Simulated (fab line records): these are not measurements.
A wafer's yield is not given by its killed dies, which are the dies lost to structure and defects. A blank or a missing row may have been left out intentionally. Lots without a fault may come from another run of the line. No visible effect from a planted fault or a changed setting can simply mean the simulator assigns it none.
Problem report, 8D (eight disciplines) form, completed by code | flow sfq_line | the parts of the form that need people (team, actions taken, sign-off) are left out

1. THE ISSUE
At SFQ_TRILAYER_M6_LITHO_EXPOSE_160, exposure_dose_mJ_cm2 averages 14.678 over 9 wafers from 3 lots, while fault-free wafers read 14.403, standard deviation 0.013. Measured from the usual mean, that is +21 standard deviations.
The step: exposes mask M6, target cd 500 nm.
First observed at day 66 18:05: wafer L428.3, on krf_scanner-01. The record holds 33 wafers of 11 lots with a number at this step. The rule behind "out" and "out of limits": a value lying over 4 standard deviations away from the usual mean. The rest of the wafers with a number are treated as sound.

2. WHAT IT IS AND WHAT IT IS NOT
question                    | is                     | is not
which readings at this step | exposure_dose_mJ_cm2   | -
which lots                  | L428, L429, L430       | L422, L423, L424, L425, L426, L427, L434, L435
which wafers of those lots  | all that have a number | -
read on which tools         | krf_scanner-01         | krf_scanner-02
when                        | from day 66 18:05      | up to then (18 sound wafers); but 6 sound wafers of L434, L435 came after

3. WHAT RULES OUT EACH SUSPECT
Counting: a tool at any process step up to the reading remains a suspect when it ran all the lots that are out and ran no sound lot after the first of those.
- krf_scanner-01 at SFQ_TRILAYER_M6_LITHO_EXPOSE_160 (exposes mask M6, target cd 500 nm): kept. All lots that are out passed through it, beginning with L428 at day 66 18:05, and no sound lot followed; its final sound lot before that point was L427 at day 66 14:17. On those wafers its own readings are out: exposure_dose_mJ_cm2.
After counting, what remains is krf_scanner-01 at SFQ_TRILAYER_M6_LITHO_EXPOSE_160.

4. THE CAUSE (what the simulator had put in)
Process parameters drifting: krf_scanner-01 at SFQ_TRILAYER_M6_LITHO_EXPOSE_160, beginning at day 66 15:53. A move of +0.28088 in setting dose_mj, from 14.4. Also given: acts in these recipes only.
This tool alone remained once counting was done.

5. THE EFFECT CHAIN, in route order
Each row: a reading whose mean over the struck wafers that have a number lies more than 3 standard deviations from the usual. Only readings whose record carries a usual standard deviation are examined. hours: median over the lots of the time between each lot's start at the first step of this table that gives one and its start at this step. sigmas: the change, counted in usual standard deviations.
hours | step                             | reading              | usual  | on struck wafers | change | sigmas
0     | SFQ_TRILAYER_M6_LITHO_EXPOSE_160 | exposure_dose_mJ_cm2 | 14.403 | 14.678           | +0.275 | +21
It contains these process steps:
- SFQ_TRILAYER_M6_LITHO_EXPOSE_160: exposes mask M6, target cd 500 nm.

6. WHAT WOULD HAVE CAUGHT IT SOONER
First out-of-limits reading in this record: day 66 18:05, which is 2 hours after fault onset at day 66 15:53.
